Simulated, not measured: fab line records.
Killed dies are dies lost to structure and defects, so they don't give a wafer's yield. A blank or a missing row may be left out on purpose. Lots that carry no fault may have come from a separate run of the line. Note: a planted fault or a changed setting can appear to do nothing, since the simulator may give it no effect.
Matching of chambers -- flow sky130 -- SKY_VIA3_CMP_24 on cmp-01: 4 sister chambers
The step polishes, stops on SiO2, t overpolish 20 s, target thk 0 nm. 4 wafers are shown with their chamber, then 8 later ones without.

WAFERS PAIRED WITH THEIR CHAMBERS
wafer,chamber,motor_current_A (A)
L523.1,2,9.1
L526.2,3,12.0
L526.3,1,11.3
L535.4,0,10.8

WAFERS WHOSE CHAMBER IS MISSING
wafer,motor_current_A (A)
L535.5,9.2
L535.6,11.9
L536.1,10.9
L536.2,11.5
L536.5,9.6
L537.1,12.4
L537.5,10.4
L537.6,12.3

WHICH CHAMBER EACH WENT THROUGH
wafer,from the rows above,in truth
L535.5,2,2
L535.6,can't be placed: 3 or 1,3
L536.1,can't be placed: 0 or 1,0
L536.2,can't be placed: 1 or 3 or 0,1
L536.5,2,2
L537.1,3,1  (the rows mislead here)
L537.5,can't be placed: 0 or 1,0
L537.6,3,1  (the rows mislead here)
Correctly placed: 2 of 8. Unplaceable from these rows: 4, with the true chamber sitting among the candidates in 4. Wrongly placed: 2.
How it was worked out, from the rows above alone: a wafer's distance from a chamber is the root of the sum, over the readings, of the square of ((its reading less the chamber's mean) divided by the reading's scatter). The wafer belongs to the nearest chamber; if the next one is less than 2 further off, it can't be placed. Each chamber's mean is taken over the wafers shown for it. The scatter (one wafer shown for each chamber): square how far every hidden wafer sits from the nearest shown wafer, average those squares and take the square root.
